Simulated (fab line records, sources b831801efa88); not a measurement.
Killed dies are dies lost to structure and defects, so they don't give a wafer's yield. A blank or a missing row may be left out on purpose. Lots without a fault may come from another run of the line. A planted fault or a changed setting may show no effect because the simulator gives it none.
Which tool did it? | flow sky130 | 12 lots, 36 wafers sampled, at 6 steps of a route of 708

WHAT THE GAUGES READ, wafer by wafer
SKY_LDD_LDN_OVL_MEAS_07.
lot  | measured     | on         | LDD_LDN_OVL (nm)
L698 | day 22 07:59 | overlay-01 | 1.7 -1.3 1.0
L699 | day 22 19:48 | overlay-02 | -1.5 -1.3 -0.5
L705 | day 25 07:43 | overlay-01 | 1.0 -1.9 1.5
L706 | day 25 08:01 | overlay-02 | -1.2 -0.4 -0.7
L713 | day 28 03:49 | overlay-02 | -4.2 -4.6 -2.4
L714 | day 29 06:04 | overlay-02 | 0.7 0.6 1.4
L715 | day 29 07:37 | overlay-01 | -0.3 0.4 -1.1
L717 | day 29 22:17 | overlay-02 | -2.5 0.0 -1.2
L719 | day 30 14:36 | overlay-01 | -0.6 2.1 2.5
L718 | day 30 14:49 | overlay-02 | 1.4 0.0 1.9
L720 | day 30 15:07 | overlay-02 | -0.8 -0.2 -1.0
L721 | day 32 11:35 | overlay-01 | 2.3 0.4 3.9

SKY_RES_XHIGH_TW_MEAS_09.
lot  | measured     | on            | RES_XHIGH_TW
L698 | day 26 02:07 | film_metro-01 | 1634 1629 1626
L699 | day 26 15:35 | film_metro-03 | 1603 1590 1604
L705 | day 29 00:12 | film_metro-04 | 1536 1542 1538
L706 | day 29 02:15 | film_metro-01 | 1542 1548 1546
L713 | day 31 17:23 | film_metro-01 | 1641 1642 1634
L714 | day 32 19:23 | film_metro-01 | 1632 1627 1628
L715 | day 32 22:19 | film_metro-01 | 1629 1615 1621
L717 | day 33 13:29 | film_metro-01 | 1637 1638 1645
L719 | day 34 02:28 | film_metro-03 | 1610 1596 1591
L718 | day 34 03:54 | film_metro-04 | 1631 1629 1630
L720 | day 34 04:32 | film_metro-01 | 1628 1633 1627
L721 | day 35 21:53 | film_metro-01 | 1640 1635 1648

SKY_SD_N_TW_MEAS_12.
lot  | measured     | on            | SD_N_TW
L698 | day 27 08:12 | film_metro-04 | 3986 4017 3996
L699 | day 27 20:51 | film_metro-03 | 3882 3869 3879
L705 | day 30 04:31 | film_metro-03 | 3918 3886 3901
L706 | day 30 06:14 | film_metro-04 | 3972 3981 3973
L713 | day 32 20:00 | film_metro-03 | 3899 3907 3916
L714 | day 33 22:44 | film_metro-04 | 3958 3979 3975
L715 | day 34 01:59 | film_metro-04 | 3968 3990 3980
L717 | day 34 16:22 | film_metro-01 | 3984 3988 3958
L719 | day 35 05:58 | film_metro-04 | 3952 3943 3931
L718 | day 35 06:29 | film_metro-03 | 3888 3917 3913
L720 | day 35 07:04 | film_metro-03 | 3907 3892 3922
L721 | day 36 23:43 | film_metro-01 | 3950 3966 3963

SKY_SD_N_RS_MEAS_18: measures by four-point-probe.
lot  | measured     | on            | RES_XHIGH_RS (ohm/sq)
L698 | day 27 08:44 | film_metro-01 | 333.3 334.5 334.3
L699 | day 27 21:23 | film_metro-01 | 333.4 333.2 331.0
L705 | day 30 05:03 | film_metro-01 | 387.3 386.8 387.7
L706 | day 30 06:46 | film_metro-03 | 385.6 386.8 386.0
L713 | day 32 20:31 | film_metro-01 | 333.2 333.0 333.8
L714 | day 33 23:16 | film_metro-03 | 332.5 333.2 333.6
L715 | day 34 02:31 | film_metro-01 | 334.0 334.3 333.7
L717 | day 34 16:55 | film_metro-03 | 332.8 330.9 332.5
L719 | day 35 06:30 | film_metro-04 | 331.2 330.7 331.5
L718 | day 35 07:00 | film_metro-01 | 332.9 331.8 332.2
L720 | day 35 07:36 | film_metro-01 | 330.8 330.9 332.0
L721 | day 37 00:15 | film_metro-01 | 332.1 331.9 332.5

WHICH TOOL RAN EACH LOT (tool, then ch and the chambers of the sampled wafers, then the start)
lot  | SKY_LDD_HVN_STRIP_09                 | SKY_RES_XHIGH_IMPLANT_07
L698 | plasma_asher-02 ch 0,1, day 19 19:29 | implanter-04 ch 0, day 26 01:52
L699 | plasma_asher-02 ch 0,1, day 20 06:39 | implanter-02 ch 0, day 26 15:20
L705 | plasma_asher-02 ch 0,1, day 22 19:57 | implanter-04 ch 0, day 28 23:57
L706 | plasma_asher-01 ch 0,1, day 22 20:06 | implanter-04 ch 0, day 29 02:01
L713 | plasma_asher-04 ch 0,1, day 25 17:48 | implanter-03 ch 0, day 31 17:08
L714 | plasma_asher-02 ch 1, day 26 22:03   | implanter-02 ch 0, day 32 19:08
L715 | plasma_asher-04 ch 0,1, day 26 22:30 | implanter-02 ch 0, day 32 22:04
L717 | plasma_asher-04 ch 0,1, day 27 14:05 | implanter-03 ch 0, day 33 13:16
L719 | plasma_asher-04 ch 0,1, day 28 05:30 | implanter-04 ch 0, day 34 02:13
L718 | plasma_asher-02 ch 0,1, day 28 06:24 | implanter-04 ch 0, day 34 03:39
L720 | plasma_asher-04 ch 0,1, day 28 06:36 | implanter-04 ch 0, day 34 04:17
L721 | plasma_asher-04 ch 0,1, day 30 04:09 | implanter-02 ch 0, day 35 21:38
- SKY_LDD_HVN_STRIP_09: strips in O2/N2.
- SKY_RES_XHIGH_IMPLANT_07

WHAT THE TOOLS THEMSELVES READ (means of the sampled wafers that have a number; where no wafer has one, the mark that the record gives instead)
SKY_LDD_HVN_STRIP_09.
lot  | tool            | drypump_motor_current_A (A) | oes_product_au (a.u.) | strip_time_to_endpoint_s (s)
L698 | plasma_asher-02 | 5.9                         | 0.408                 | 4.152
L699 | plasma_asher-02 | 5.9                         | 0.408                 | 4.157
L705 | plasma_asher-02 | 5.9                         | 0.405                 | 4.128
L706 | plasma_asher-01 | 6.0                         | 0.412                 | 4.153
L713 | plasma_asher-04 | 5.3                         | 0.413                 | 4.149
L714 | plasma_asher-02 | 6.0                         | 0.410                 | 4.129
L715 | plasma_asher-04 | 5.3                         | 0.409                 | 4.141
L717 | plasma_asher-04 | 5.3                         | 0.413                 | 4.142
L719 | plasma_asher-04 | 5.3                         | 0.407                 | 4.146
L718 | plasma_asher-02 | 5.9                         | 0.409                 | 4.140
L720 | plasma_asher-04 | 5.3                         | 0.407                 | 4.166
L721 | plasma_asher-04 | 5.4                         | 0.411                 | 4.125

THE ANSWER, worked out from the rows above alone
Rule: what is usual is taken from the lots themselves. Put in order of their means at a reading, lots are off if they are a third of the lots or fewer, leave a main group of 4 or more, and stand apart from it by a gap of 3 or more times the standard deviation of the main group's means; of several such gaps the widest counts. A main group whose means are all the same, to the digits that the tables above print for the reading, isn't used. A lot without any number at a reading at which 4 lots or more have one is off too. The other lots that the step has rows for count as sound. The gauges are gone through in route order, then the tools' own readings, and for those a lot's mean is taken as printed above. The first step at which some lot is off is used, and at that step the reading that is off furthest; a lot without a number counts as furthest.
Off: L705, L706, at SKY_RES_XHIGH_TW_MEAS_09 (RES_XHIGH_TW). The main group: mean 1626, standard deviation 15.
A tool fits if, at a process step before that reading, it ran every lot that is off, and no sound lot after the first of them. The gauges at SKY_RES_XHIGH_TW_MEAS_09 are tried like those tools. None of those tried fits.

WHAT THE SIMULATOR HAD PUT IN
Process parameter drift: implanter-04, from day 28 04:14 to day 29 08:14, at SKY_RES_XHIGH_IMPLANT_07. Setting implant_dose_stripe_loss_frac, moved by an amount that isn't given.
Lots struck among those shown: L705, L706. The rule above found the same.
